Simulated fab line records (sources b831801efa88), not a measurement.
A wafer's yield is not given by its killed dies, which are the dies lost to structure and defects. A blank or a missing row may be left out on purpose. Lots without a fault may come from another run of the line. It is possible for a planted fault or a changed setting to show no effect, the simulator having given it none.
8D (eight disciplines) problem report, filled in by code + flow sky130 + the parts of the form that need people (team, actions taken, sign-off) are left out

== 1. PROBLEM STATEMENT ==
PASSIVATION_CVD_02_THK at SKY_PASSIVATION_THK_MEAS_03 reads a mean of 847 nm on 1 wafer of 1 lot; wafers without a fault read 541 nm with a standard deviation of 6.5. Relative to the usual mean, that is a shift of +47 standard deviations.
Seen first at day 48 09:39 on filmMetro-02, wafer L217.6. The record holds 33 wafers of 11 lots with a number at this step. Rule for "out", or "out of limits": more than 4 standard deviations from the usual mean. The other wafers with a number count as sound.

== 2. WHAT THIS IS AND IS NOT ==
| question                    | is                     | is not                                                              |
|-----------------------------|------------------------|---------------------------------------------------------------------|
| which readings at this step | PASSIVATION_CVD_02_THK | -                                                                   |
| which lots                  | L217                   | L199, L200, L201, L203, L204, L205, L206, L209, L210, L220          |
| which wafers of those lots  | L217.6                 | L217.3, L217.4                                                      |
| read on which gauges        | filmMetro-02           | filmMetro-01, filmMetro-03                                          |
| when                        | from day 48 09:39      | up to then (29 sound wafers); but 3 sound wafers of L220 came after |

== 3. THE SUSPECTS, EACH WITH WHAT RULES IT OUT ==
Counting: if a tool at a process step up to the reading ran every lot that is out, it stays a suspect. Sound lots after the first of them don't rule it out here, since some wafers of a struck lot are sound.
- the gauge at SKY_PASSIVATION_THK_MEAS_03 is ruled out. All the wafers that are out were read on filmMetro-02, but those of them that SKY_PAD_OPEN_PROBE_99 has rows for are out there too, on other tools.
- pvdSputter-01 at SKY_METAL5_SPUTTER_04 (material TiN, target thk 70 nm, time 58.3 s): kept. L217, the lot that is out, went through it at day 47 13:22; up to then, the latest sound lot through it was L210 at day 45 15:31.
- rieMetal-02 at SKY_METAL5_METAL_ETCH_15 (etches the open film in Cl2/BCl3, stops on SiO2, target depth 1260 nm, time 252 s): kept. L217, the lot that is out, went through it at day 48 08:32; up to then, the latest sound lot through it was L199 at day 43 16:29.
- pecvd-03 at SKY_PASSIVATION_CVD_00 (deposits SiO2, target thk 90 nm): kept. L217, the lot that is out, went through it at day 48 09:19; up to then, the latest sound lot through it was L210 at day 46 13:05.
- pecvd-01 at SKY_PASSIVATION_CVD_02 (deposits Si3N4, target thk 540 nm): kept. L217, the lot that is out, went through it at day 48 09:23; up to then, the latest sound lot through it was L210 at day 46 13:16.
- Within pecvd-03 at SKY_PASSIVATION_CVD_00: the wafers that are out ran in chamber 1; their sound lot-mates ran in chambers 0, 2.
- Within pecvd-01 at SKY_PASSIVATION_CVD_02, the wafers that are out were processed in chamber 2 and their sound lot-mates in chamber 1.
Left after counting: pvdSputter-01 at SKY_METAL5_SPUTTER_04, rieMetal-02 at SKY_METAL5_METAL_ETCH_15, pecvd-03 at SKY_PASSIVATION_CVD_00, pecvd-01 at SKY_PASSIVATION_CVD_02.

== 4. THE CAUSE (what the simulator had put in) ==
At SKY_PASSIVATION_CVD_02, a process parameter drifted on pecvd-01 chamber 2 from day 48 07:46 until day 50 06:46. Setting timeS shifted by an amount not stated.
Of the 4 suspects that counting leaves, this tool is one.

== 5. SEQUENCE OF EFFECTS, ordered by route ==
Each row: a reading where the mean over the struck wafers with a number is more than 3 standard deviations away from the usual. Only readings whose record carries a usual standard deviation are examined. hours: median over the lots of the time between each lot's start at the first step of this table that gives one and its start at this step. sigmas: the change, counted in usual standard deviations.
| hours | step                        | reading                | usual  | on struck wafers | change | sigmas      |
|-------|-----------------------------|------------------------|--------|------------------|--------|-------------|
| 0     | SKY_PASSIVATION_THK_MEAS_03 | PASSIVATION_CVD_02_THK | 541 nm | 847              | +306   | +47         |
| 39    | SKY_PAD_OPEN_PROBE_99       | defectLimitedYield     | 82.7 % | 0.0              | -82.7  | -44         |
| 39    | SKY_PAD_OPEN_PROBE_99       | killedAtOther          | 0.3    | 417.0            | +416.7 | +99 or more |
| 39    | SKY_PAD_OPEN_PROBE_99       | killedDies             | 85     | 492              | +407   | +43         |
| 39    | SKY_PAD_OPEN_PROBE_99       | killedOnRim            | 17     | 96               | +79    | +20         |
| 39    | SKY_PAD_OPEN_PROBE_99       | sort_bin_5_function    | 10.2 % | 93.5             | +83.3  | +60         |
| 39    | SKY_PAD_OPEN_PROBE_99       | sortNPass              | 407    | 0                | -407   | -43         |
| 39    | SKY_PAD_OPEN_PROBE_99       | sortYieldPct           | 82.7 % | 0.0              | -82.7  | -44         |
It contains these process steps:
- SKY_PAD_OPEN_PROBE_99

== 6. HOW IT WOULD HAVE BEEN CAUGHT EARLIER ==
2 hours passed between the start of the fault at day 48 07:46 and the first reading out of limits at a measuring or inspecting step in this record, taken at day 48 09:39.
An alarm limit of 4 standard deviations would not have fired on the tool readings at SKY_PASSIVATION_CVD_02 for which the record gives a usual standard deviation, since none of them was out on any struck wafer.
Each of the lots that are out, 1 in all, had begun SKY_PASSIVATION_CVD_02 on pecvd-01 no later than day 48 09:39. Had the tool been put on hold then, not one of them would have been saved.
